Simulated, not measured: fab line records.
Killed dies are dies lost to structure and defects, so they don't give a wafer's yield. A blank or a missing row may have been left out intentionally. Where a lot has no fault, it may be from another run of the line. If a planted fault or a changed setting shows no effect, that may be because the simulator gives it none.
Which tool was responsible? ; flow sky130 ; 39 wafers from 13 lots sampled at 4 of the route's 708 steps

WHAT EACH GAUGE READ, for each wafer
SKY_LDD_N_OVL_MEAS_07. Usual: LDD_N_OVL 0.5 nm, standard deviation 1.3.
lot;measured;on;LDD_N_OVL (nm);flag
L678;day 18 12:53;overlay-02;0.8 -2.8 -0.6;
L679;day 18 13:17;overlay-02;0.6 1.1 -1.0;
L686;day 20 18:35;overlay-01;0.8 -1.6 2.2;
L687;day 21 04:26;overlay-02;-0.7 -0.8 0.3;
L688;day 21 15:56;overlay-01;1.0 2.0 2.9;
L690;day 22 05:22;overlay-01;-0.2 0.9 1.2;
L689;day 22 06:08;overlay-01;1.9 0.3 0.9;
L692;day 22 23:26;overlay-02;0.4 1.9 3.4;
L693;day 23 08:29;overlay-02;0.1 -2.0 0.1;
L694;day 23 16:59;overlay-01;1.3 4.1 1.4;
L695;day 23 19:44;overlay-01;1.7 0.9 -0.4;
L699;day 25 16:38;overlay-01;-1.1 1.6 -0.3;
L701;day 26 01:01;overlay-01;1.4 0.9 1.5;

SKY_LDD_P_CD_MEAS_07 targets a cd of 380 nm. Usual: cdNm 380.7 nm, standard deviation 3.
lot;measured;on;cdNm (nm);flag
L678;day 19 20:35;cdSem-02;375.8 378.3 378.1;
L679;day 19 21:17;cdSem-02;382.9 383.2 383.9;
L686;day 22 01:56;cdSem-02;375.1 378.7 377.1;
L687;day 22 11:55;cdSem-01;382.2 380.6 375.6;
L688;day 22 23:35;cdSem-02;381.6 380.5 381.4;
L690;day 23 12:59;cdSem-01;381.8 381.8 384.0;
L689;day 23 13:32;cdSem-02;385.2 384.6 384.3;
L692;day 24 06:13;cdSem-02;379.2 377.7 377.3;
L693;day 24 15:22;cdSem-01;383.9 385.2 384.2;
L694;day 24 23:41;cdSem-01;382.1 380.5 383.5;
L695;day 25 02:37;cdSem-01;383.6 384.9 381.9;
L699;day 26 22:54;cdSem-01;381.1 377.8 380.5;
L701;day 27 07:54;cdSem-02;373.5 374.5 375.0;

EACH LOT AND THE TOOL THAT RAN IT (in order: tool; ch and the chambers of the sampled wafers; start)
lot;SKY_GATE_OXIDE_STRIP_13;SKY_LDD_N_STRIP_16
L678;plasmaAsher-04 ch 0,1, day 14 14:31;plasmaAsher-01 ch 0,1, day 18 14:07
L679;plasmaAsher-02 ch 0,1, day 14 14:37;plasmaAsher-01 ch 0,1, day 18 14:34
L686;plasmaAsher-04 ch 0,1, day 16 15:04;plasmaAsher-04 ch 0,1, day 20 19:49
L687;plasmaAsher-03 ch 0,1, day 17 01:51;plasmaAsher-01 ch 0,1, day 21 05:41
L688;plasmaAsher-02 ch 0,1, day 17 12:56;plasmaAsher-01 ch 0,1, day 21 17:10
L690;plasmaAsher-03 ch 0,1, day 18 02:07;plasmaAsher-03 ch 0, day 22 06:36
L689;plasmaAsher-02 ch 0,1, day 18 02:19;plasmaAsher-03 ch 0,1, day 22 07:22
L692;plasmaAsher-02 ch 0,1, day 18 20:51;plasmaAsher-03 ch 0,1, day 23 00:42
L693;plasmaAsher-02 ch 0,1, day 19 05:58;plasmaAsher-03 ch 0,1, day 23 09:43
L694;plasmaAsher-02 ch 0,1, day 19 16:01;plasmaAsher-03 ch 0, day 23 18:13
L695;plasmaAsher-02 ch 0,1, day 19 18:18;plasmaAsher-01 ch 0,1, day 23 20:59
L699;plasmaAsher-04 ch 0,1, day 21 17:28;plasmaAsher-01 ch 0,1, day 25 17:52
L701;plasmaAsher-02 ch 0,1, day 22 00:40;plasmaAsher-04 ch 0,1, day 26 02:15
- SKY_GATE_OXIDE_STRIP_13: strips in O2/N2.
- SKY_LDD_N_STRIP_16: strips in O2/N2.

WHAT THE TOOLS THEMSELVES READ (means of the sampled wafers that have a number; where no wafer has one, the mark that the record gives instead)
SKY_GATE_OXIDE_STRIP_13. Usual: drypumpMotorCurrentA 5.78 A, standard deviation 0.19; oesProductAu 0.715 a.u., standard deviation 0.0046; stripTimeToEndpointS 14.19 s, standard deviation 0.041.
lot;tool;drypumpMotorCurrentA (A);oesProductAu (a.u.);stripTimeToEndpointS (s);flag
L678;plasmaAsher-04;5.94;0.711;14.14;
L679;plasmaAsher-02;5.69;0.710;14.17;
L686;plasmaAsher-04;5.91;0.716;14.13;
L687;plasmaAsher-03;5.71;0.720;14.23;
L688;plasmaAsher-02;5.77;0.715;14.18;
L690;plasmaAsher-03;5.70;0.718;14.22;
L689;plasmaAsher-02;5.76;0.714;14.18;
L692;plasmaAsher-02;5.76;0.715;14.21;
L693;plasmaAsher-02;5.64;0.717;14.19;
L694;plasmaAsher-02;5.76;0.717;14.21;
L695;plasmaAsher-02;5.76;0.710;14.24;
L699;plasmaAsher-04;6.03;0.714;14.26;
L701;plasmaAsher-02;5.66;0.714;14.21;

SKY_LDD_N_STRIP_16. Usual: drypumpMotorCurrentA 5.6 A, standard deviation 0.31; oesProductAu 0.406 a.u., standard deviation 0.0052; stripTimeToEndpointS 4.274 s, standard deviation 0.014.
lot;tool;drypumpMotorCurrentA (A);oesProductAu (a.u.);stripTimeToEndpointS (s);flag
L678;plasmaAsher-01;5.3;0.402;4.294;
L679;plasmaAsher-01;5.5;0.404;4.271;
L686;plasmaAsher-04;6.0;0.401;4.282;
L687;plasmaAsher-01;5.5;0.404;4.260;
L688;plasmaAsher-01;5.5;0.405;4.282;
L690;plasmaAsher-03;5.6;0.403;4.273;
L689;plasmaAsher-03;5.6;0.404;4.274;
L692;plasmaAsher-03;5.6;0.404;4.268;
L693;plasmaAsher-03;5.7;0.409;4.284;
L694;plasmaAsher-03;5.6;0.404;4.279;
L695;plasmaAsher-01;5.5;0.399;4.276;
L699;plasmaAsher-01;5.3;0.405;4.262;
L701;plasmaAsher-04;6.0;0.412;4.279;

THE ANSWER, worked out from the rows above alone
Rule: a lot is off if the mean of its wafers that have a number lies more than 3 standard deviations from the usual mean. Also off: a lot with no number at a reading for which 4 or more lots have one. All remaining lots with rows at the step are treated as sound. Order of review: gauges by route order, followed by the tools' own readings, for which a lot's mean as printed above is used. The first step at which some lot is off is used, and at that step the reading that is off furthest; a lot without a number counts as furthest.
No lot is off on any of the readings shown, so nothing can be concluded from this.

WHAT WAS PUT IN BY THE SIMULATOR
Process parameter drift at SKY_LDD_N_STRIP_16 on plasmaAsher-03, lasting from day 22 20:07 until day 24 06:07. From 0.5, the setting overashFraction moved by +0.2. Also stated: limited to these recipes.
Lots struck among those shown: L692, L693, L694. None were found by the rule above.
